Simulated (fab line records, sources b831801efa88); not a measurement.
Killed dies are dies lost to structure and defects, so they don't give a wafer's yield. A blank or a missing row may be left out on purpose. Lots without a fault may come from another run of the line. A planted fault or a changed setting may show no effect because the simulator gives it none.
Chamber matching | flow gf180mcu | GF_V3_CVD_02 on pecvd-03: 3 sister chambers
The step deposits SiO2 from TEOS, target thk 850 nm, time 94.851 s. 16 wafers are shown with their chamber, then 8 later ones without.

WAFERS WITH THEIR CHAMBER
wafer  | chamber | heater_power_w (W) | rf_fwd_power_W (W) | heater_power_outer_w (W)
L078.1 | 0       | 604                | 596.4              | 348
L078.5 | 1       | 686                | 599.4              | 397
L078.6 | 2       | 590                | 595.1              | 342
L080.2 | 0       | 601                | 593.7              | 329
L080.3 | 2       | 566                | 597.1              | 328
L080.4 | 0       | 666                | 596.8              | 377
L081.1 | 0       | 635                | 594.8              | 373
L081.4 | 0       | 689                | 595.8              | 414
L081.6 | 2       | 604                | 596.7              | 357
L083.1 | 1       | 628                | 596.3              | 329
L083.2 | 2       | 606                | 593.8              | 349
L083.6 | 2       | 481                | 596.3              | 265
L088.2 | 0       | 699                | 593.1              | 420
L088.3 | 1       | 719                | 597.8              | 399
L088.5 | 0       | 715                | 592.0              | 431
L090.3 | 1       | 628                | 598.0              | 340

SIGNATURES (means of the wafers above)
reading              | chamber 0 | chamber 1 | chamber 2 | scatter within a chamber
heater_power_w       | 658.43    | 665.25    | 569.40    | 47.7
rf_fwd_power_W       | 594.657   | 597.875   | 595.800   | 1.55
heater_power_outer_w | 384.57    | 366.25    | 328.20    | 37.7
Rule: a wafer's distance from a chamber is the root of the sum, over the readings, of the square of ((its reading less the chamber's mean) divided by the reading's scatter). The wafer belongs to the nearest chamber; if the next one is less than 2 further off, it can't be placed. The scatter: the root of (the sum of the squares of (reading less its chamber's mean) over the shown wafers, divided by (wafers less chambers)).

WAFERS WITHOUT THEIR CHAMBER
wafer  | heater_power_w (W) | rf_fwd_power_W (W) | heater_power_outer_w (W)
L090.5 | 611                | 594.9              | 355
L090.6 | 682                | 598.2              | 369
L094.1 | 644                | 599.3              | 351
L094.3 | 562                | 596.5              | 315
L094.4 | 688                | 597.1              | 376
L096.1 | 736                | 597.6              | 426
L096.4 | 669                | 596.8              | 376
L096.6 | 596                | 595.1              | 351

WHICH CHAMBER EACH WENT THROUGH
wafer  | from the rows above          | in truth
L090.5 | can't be placed: 2 or 0 or 1 | 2
L090.6 | can't be placed: 1 or 0      | 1
L094.1 | can't be placed: 1 or 2      | 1
L094.3 | 2                            | 2
L094.4 | can't be placed: 1 or 0      | 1
L096.1 | can't be placed: 1 or 0      | 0
L096.4 | can't be placed: 1 or 0 or 2 | 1
L096.6 | can't be placed: 2 or 0 or 1 | 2
Placed correctly: 1 of 8. Can't be placed from these rows: 7 (the true chamber is among the candidates in 7). Placed wrongly: 0.
